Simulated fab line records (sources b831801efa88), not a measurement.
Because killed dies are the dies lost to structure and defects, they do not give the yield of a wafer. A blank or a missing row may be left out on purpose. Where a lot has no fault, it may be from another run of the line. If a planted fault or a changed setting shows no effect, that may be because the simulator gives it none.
Struck lot and sound lot, side by side    flow gf180mcu    14 out of 602 route steps
Sound: the wafers L712.2, L712.3, L712.6. Struck: wafers L708.2, L708.4, L708.6. At the end, the cause is stated.
Per side, at each step with rows, come the tool, then ch with its chambers, and then its first start. Under that, the readings that differ: sound wafers    struck wafers    difference of the means    sigmas: that difference in standard deviations of wafers without a fault.
alike: readings whose means differ by less than 2 such deviations, and words and numbers that are the same on both sides. not compared: withheld readings, readings that some wafer has no value for, bounds like >300 that may hide the same value, and numbers for which the record gives no deviation and whose values overlap.
Wherever a step has rows on one side only, a row that says differs or no value, or a row with sigmas, the two part there. Non-overlapping numbers with no deviation appear without sigmas and do not part them. A reading missing from all wafers of one side parts the sides only when that side holds two or more wafers.

GF_M1_SPUTTER_01: material TiN, target thk 30 nm, time 25 s.
  sound: pvdSputter-04 at day 22 21:02; struck: pvdSputter-02 at day 21 15:01
  alike: throttleValvePct
GF_M1_SPUTTER_02: material AlCu, target thk 450 nm, time 23.9 s.
  sound: pvdSputter-04 at day 22 21:04; struck: pvdSputter-02 at day 21 15:03
  alike: throttleValvePct
GF_M1_SPUTTER_03: material Ti, target thk 10 nm, time 6.7 s.
  sound: pvdSputter-04 at day 22 21:05; struck: pvdSputter-02 at day 21 15:05
  alike: throttleValvePct
GF_M1_SPUTTER_04: material TiN, target thk 50 nm, time 41.7 s.
  sound: pvdSputter-04 at day 22 21:07; struck: pvdSputter-02 at day 21 15:06
  alike: throttleValvePct
GF_M1_RS_MEAS_05: measures by four-point-probe.
  sound: filmMetro-01 at day 22 21:10; struck: filmMetro-04 at day 21 15:10
  alike: M1_ALCU_RS
GF_M1_THK_MEAS_06: measures by xrf.
  sound: filmMetro-01 at day 22 21:17; struck: filmMetro-04 at day 21 15:16
  alike: M1_ALCU_THK
then, 6 steps without rows for these wafers: GF_M1_DEHYDRATE_07 (time 60 s); GF_M1_HMDS_08 (prime time 60 s); GF_M1_COAT_09 (resist thk 1000 nm); GF_M1_SOFTBAKE_10 (time 60 s); GF_M1_EXPOSE_11 (exposes mask Metal1, target cd 230 nm); GF_M1_PEB_12 (peb time 90 s).
GF_M1_DEVELOP_13: develop time 60 s.
  sound on lithoTrack-04 ch 0, day 23 19:29; struck on lithoTrack-02, day 22 14:10
  no value came back on the struck wafers for chillPlateTempC (C), developTimeS (s); on the sound wafers chillPlateTempC (C) reads 23.13 22.96 23.26
reading                             sound              struck             difference  sigmas
model.KrF_of_M1_COAT_09.thkNm (nm)  982.4 986.5 984.3  996.4 994.9 997.1  +11.7       
GF_M1_CD_MEAS_14 targets a cd of 230 nm.
  sound: cdSem-01 at day 23 19:38; struck: cdSem-01 at day 22 14:19
reading    sound              struck  difference                     sigmas
cdNm (nm)  229.1 229.4 229.1  - - -   no value on the struck wafers  

WHERE THEY PART
At GF_M1_DEVELOP_13 first; at GF_M1_CD_MEAS_14 last (within this record only).

WHY: the cause the simulator had injected
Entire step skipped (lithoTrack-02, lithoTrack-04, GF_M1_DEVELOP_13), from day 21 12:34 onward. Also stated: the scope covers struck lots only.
